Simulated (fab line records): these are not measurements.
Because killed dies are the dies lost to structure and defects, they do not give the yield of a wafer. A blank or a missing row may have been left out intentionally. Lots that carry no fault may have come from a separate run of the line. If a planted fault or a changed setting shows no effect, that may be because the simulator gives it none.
Split-lot study / flow sfq-line / 5 lots, 23 wafers read, on a route of 325 steps

THE SPLIT
At SFQ_TRILAYER_M7_LITHO_PEB_180 (peb time 60 s), the setting peb-time-s was moved away from the recipe's 60 s on 9 of the 23 wafers read, by +5.7% to +14.8%. The other wafers ran this setting at the recipe's value.

BETWEEN THE SPLIT AND THE READING: the file shows 1 step in between
- SFQ_TRILAYER_M7_LITHO_DEVELOP_179: time 60 s

THE READING
M7.cd-nm (the simulator's own value, which no gauge read), in nm, at SFQ_TRILAYER_M7_BARC_OPEN_METAL_ETCH_229 (etches BARC in O2, target depth 125 nm, time 41.7 s). There is no usual value for it anywhere in the file. Here, 14 wafers ran the recipe; their average is 500.0 nm with a standard deviation of 0.95 nm.

wafer=L074.2; tool, chamber at the split=litho-track-01, 0; peb-time-s as run, s=60; against the recipe=recipe; M7.cd-nm, nm=499.5; against lot-mates on the recipe=-
wafer=L074.3; tool, chamber at the split=litho-track-01, 0; peb-time-s as run, s=60; against the recipe=recipe; M7.cd-nm, nm=498.2; against lot-mates on the recipe=-
wafer=L074.5; tool, chamber at the split=litho-track-01, 0; peb-time-s as run, s=60; against the recipe=recipe; M7.cd-nm, nm=499.4; against lot-mates on the recipe=-
wafer=L076.1; tool, chamber at the split=litho-track-01, 0; peb-time-s as run, s=68.86; against the recipe=+14.8%; M7.cd-nm, nm=480.4; against lot-mates on the recipe=-19.6
wafer=L076.2; tool, chamber at the split=litho-track-01, 0; peb-time-s as run, s=60; against the recipe=recipe; M7.cd-nm, nm=500.4; against lot-mates on the recipe=-
wafer=L076.3; tool, chamber at the split=litho-track-01, 0; peb-time-s as run, s=60; against the recipe=recipe; M7.cd-nm, nm=500.1; against lot-mates on the recipe=-
wafer=L076.4; tool, chamber at the split=litho-track-01, 0; peb-time-s as run, s=68.86; against the recipe=+14.8%; M7.cd-nm, nm=482.6; against lot-mates on the recipe=-17.4
wafer=L076.6; tool, chamber at the split=litho-track-01, 0; peb-time-s as run, s=60; against the recipe=recipe; M7.cd-nm, nm=499.5; against lot-mates on the recipe=-
wafer=L080.1; tool, chamber at the split=litho-track-01, 0; peb-time-s as run, s=67.4; against the recipe=+12.3%; M7.cd-nm, nm=482.9; against lot-mates on the recipe=-16.9
wafer=L080.2; tool, chamber at the split=litho-track-01, 0; peb-time-s as run, s=67.4; against the recipe=+12.3%; M7.cd-nm, nm=482.4; against lot-mates on the recipe=-17.4
wafer=L080.3; tool, chamber at the split=litho-track-01, 0; peb-time-s as run, s=60; against the recipe=recipe; M7.cd-nm, nm=498.8; against lot-mates on the recipe=-
wafer=L080.4; tool, chamber at the split=litho-track-01, 0; peb-time-s as run, s=60; against the recipe=recipe; M7.cd-nm, nm=501.3; against lot-mates on the recipe=-
wafer=L080.5; tool, chamber at the split=litho-track-01, 0; peb-time-s as run, s=60; against the recipe=recipe; M7.cd-nm, nm=499.2; against lot-mates on the recipe=-
wafer=L083.1; tool, chamber at the split=litho-track-03, 0; peb-time-s as run, s=60; against the recipe=recipe; M7.cd-nm, nm=501.7; against lot-mates on the recipe=-
wafer=L083.2; tool, chamber at the split=litho-track-03, 0; peb-time-s as run, s=63.44; against the recipe=+5.7%; M7.cd-nm, nm=491.1; against lot-mates on the recipe=-10.1
wafer=L083.3; tool, chamber at the split=litho-track-03, 0; peb-time-s as run, s=63.44; against the recipe=+5.7%; M7.cd-nm, nm=492.1; against lot-mates on the recipe=-9.1
wafer=L083.5; tool, chamber at the split=litho-track-03, 0; peb-time-s as run, s=63.44; against the recipe=+5.7%; M7.cd-nm, nm=493.4; against lot-mates on the recipe=-7.8
wafer=L083.6; tool, chamber at the split=litho-track-03, 0; peb-time-s as run, s=60; against the recipe=recipe; M7.cd-nm, nm=500.7; against lot-mates on the recipe=-
wafer=L084.2; tool, chamber at the split=litho-track-03, 0; peb-time-s as run, s=60; against the recipe=recipe; M7.cd-nm, nm=501.1; against lot-mates on the recipe=-
wafer=L084.3; tool, chamber at the split=litho-track-03, 0; peb-time-s as run, s=66.43; against the recipe=+10.7%; M7.cd-nm, nm=486.4; against lot-mates on the recipe=-13.9
wafer=L084.4; tool, chamber at the split=litho-track-03, 0; peb-time-s as run, s=66.43; against the recipe=+10.7%; M7.cd-nm, nm=486.4; against lot-mates on the recipe=-13.9
wafer=L084.5; tool, chamber at the split=litho-track-03, 0; peb-time-s as run, s=60; against the recipe=recipe; M7.cd-nm, nm=500.1; against lot-mates on the recipe=-
wafer=L084.6; tool, chamber at the split=litho-track-03, 0; peb-time-s as run, s=60; against the recipe=recipe; M7.cd-nm, nm=499.8; against lot-mates on the recipe=-

THE FIT
A straight line over all 23 wafers: M7.cd-nm changes by -1.3 nm for each +1% of peb-time-s; r = -0.99; the points scatter about the line by 1 nm.
The same after taking each lot's own level away (the mean of its wafers on the recipe; 23 wafers): -1.32 nm for each +1%; r = -0.99; scatter 0.99 nm.
According to that fit, moving peb-time-s by its largest amount changes the reading by 19 nm.
The lots' own levels span 499.03 to 501.20 nm, that is 2.3 times the standard deviation above.
The two slopes are in agreement: the lot-to-lot level therefore moves the slope only a little.
Check: -19.6 nm against its lot-mates is what the line predicts for one of the wafers moved furthest among these (+14.8%) when that wafer is left out of the fit. Against them it came out at -19.6 nm.

THE FILE'S OWN FIT
M7.cd-nm changes by -1.32 nm for each +1% of peb-time-s, r = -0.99.
